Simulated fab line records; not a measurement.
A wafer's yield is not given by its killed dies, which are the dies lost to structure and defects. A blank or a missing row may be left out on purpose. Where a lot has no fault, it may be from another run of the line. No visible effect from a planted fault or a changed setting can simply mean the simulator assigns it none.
Struck lot and sound lot, side by side	flow sky130	17 out of 708 route steps
Sound: the wafers L751.1, L751.2, L751.3. The struck wafers were L764.1, L764.2, L764.3. Last of all comes the cause.
At each step with rows: each side's tool, then ch and its chambers, then its first start. Under that, the readings that differ: sound wafers	struck wafers	difference of the means	sigmas: that difference in standard deviations of wafers without a fault.
alike: readings with means less than 2 such deviations apart, plus words and numbers identical on both sides. not compared: withheld readings, readings lacking a value on some wafer, bounds such as >300 that could conceal the same value, and numbers that have no deviation in the record and whose values overlap.
The two part at a step that has a row with sigmas, a row that says differs or no value, or rows on one side only. Numbers that don't overlap but have no deviation are shown without sigmas and don't part them. A reading that every wafer of one side lacks parts them only if that side has two wafers or more.

first, 1 step without rows for these wafers: SKY_VT_ADJUST_NCORE_IMPLANT_09.
SKY_VT_ADJUST_NCORE_STRIP_10: strips in O2/N2.
  sound on plasma-asher-01 ch 0,1, day 9 12:26; struck on plasma-asher-02 ch 0,1, day 13 12:07
reading	sound	struck	difference	sigmas
drypump-motor-current-A (A)	6.5 6.6 6.5	5.7 5.3 5.7	-1.0	-2
  alike: n2-flow-sccm, oes-product-au, strip-time-to-endpoint-s
  not compared: rf-hours-counter-h
SKY_VT_ADJUST_NCORE_TW_MEAS_11:
  struck on film-metro-01, day 13 12:13; sound on film-metro-01, day 9 12:32
  alike: VT_ADJUST_NCORE_TW
then, 7 steps without rows for these wafers: SKY_VT_ADJUST_HVTR_DEHYDRATE_00 (time 60 s); SKY_VT_ADJUST_HVTR_HMDS_01 (prime time 60 s); SKY_VT_ADJUST_HVTR_COAT_02 (resist thk 1140 nm); SKY_VT_ADJUST_HVTR_SOFTBAKE_03 (time 60 s); SKY_VT_ADJUST_HVTR_EXPOSE_04 (exposes mask HVTRM, target cd 380 nm); SKY_VT_ADJUST_HVTR_PEB_05; SKY_VT_ADJUST_HVTR_DEVELOP_06 (develop time 60 s).
SKY_VT_ADJUST_HVTR_CD_MEAS_07: the cd target is 380 nm.
  struck on cd-sem-02, day 14 14:25; sound on cd-sem-01, day 10 10:56
  alike: cd-nm
SKY_VT_ADJUST_HVTR_OVL_MEAS_08:
  struck on overlay-01, day 14 14:32; sound on overlay-02, day 10 11:03
  alike: VT_ADJUST_HVTR_OVL
SKY_VT_ADJUST_HVTR_IMPLANT_09:
  sound on implanter-04 ch 0, day 10 11:05; struck on implanter-03 ch 0, day 14 14:34
reading	sound	struck	difference	sigmas
dose-ions-cm2	2.0997e+12 2.0994e+12 2.1008e+12	7.363e+11 7.413e+11 7.375e+11	-1.362e+12	-99 or more
faraday-current-uA	11.47 11.27 11.98	4.15 4.16 4.20	-7.40	-31
SKY_VT_ADJUST_HVTR_STRIP_10: strips in O2/N2.
  sound on plasma-asher-01 ch 0,1, day 10 11:14; struck on plasma-asher-04 ch 0,1, day 14 14:43
reading	sound	struck	difference	sigmas
drypump-motor-current-A (A)	6.5 6.5 6.5	5.2 5.6 5.5	-1.1	-3
  alike: n2-flow-sccm, oes-product-au, strip-time-to-endpoint-s
  not compared: rf-hours-counter-h
SKY_VT_ADJUST_HVTR_TW_MEAS_11:
  struck on film-metro-04, day 14 14:49; sound on film-metro-03, day 10 11:20
reading	sound	struck	difference	sigmas
VT_ADJUST_HVTR_TW	211.6 211.7 211.7	156.4 156.1 155.7	-55.6	-37
then, 1 step without rows for these wafers: SKY_VT_ADJUST_PCH_DEHYDRATE_00 (time 60 s).
-- record jumps: 35 days separate the struck wafers' starts on either side; left off in module VT_ADJUST_PCH, taken up again in module PAD_OPEN, whose first shown step is the route's number 708 --
SKY_PAD_OPEN_PROBE_99:
  struck on prober-02, day 49 17:59; sound on prober-01, day 46 16:14
reading	sound	struck	difference	sigmas
killed-at-contacts	28 39 34	20 22 25	-11	-2
model.etest.pfet_01v8_mvt.drive-ua-um	149.7 149.4 149	127.7 126.1 129.2	-21.7	
model.etest.pfet_01v8_mvt.off-log10-a-um	-11.38 -11.09 -11.2	-12.59 -12.65 -12.58	-1.38	
model.etest.pfet_01v8_mvt.vt-sat-v (V)	-0.6075 -0.6016 -0.5976	-0.7374 -0.7404 -0.7322	-0.1344	
model.etest.pfet_01v8_mvt.vt-v (V)	-0.6952 -0.6901 -0.6856	-0.7945 -0.7999 -0.7938	-0.1058	
model.etest.pfet_01v8_mvt.vt-long-v (V)	-0.901 -0.8988 -0.8992	-0.9931 -0.9932 -0.9928	-0.0934	
model.etest.pfet_01v8_mvt.body-rise-v (V)	-0.1763 -0.1784 -0.1799	-0.1882 -0.1901 -0.187	-0.0102	
  alike: killed_at_M0_to_M3, killed_at_M4_up, killed-at-front-end, killed-at-other, killed-dies, killed-open, killed-short

## WHERE THEY PART
Earliest at SKY_VT_ADJUST_NCORE_STRIP_10; latest, in this record, at SKY_PAD_OPEN_PROBE_99.

WHY: what the simulator had put in
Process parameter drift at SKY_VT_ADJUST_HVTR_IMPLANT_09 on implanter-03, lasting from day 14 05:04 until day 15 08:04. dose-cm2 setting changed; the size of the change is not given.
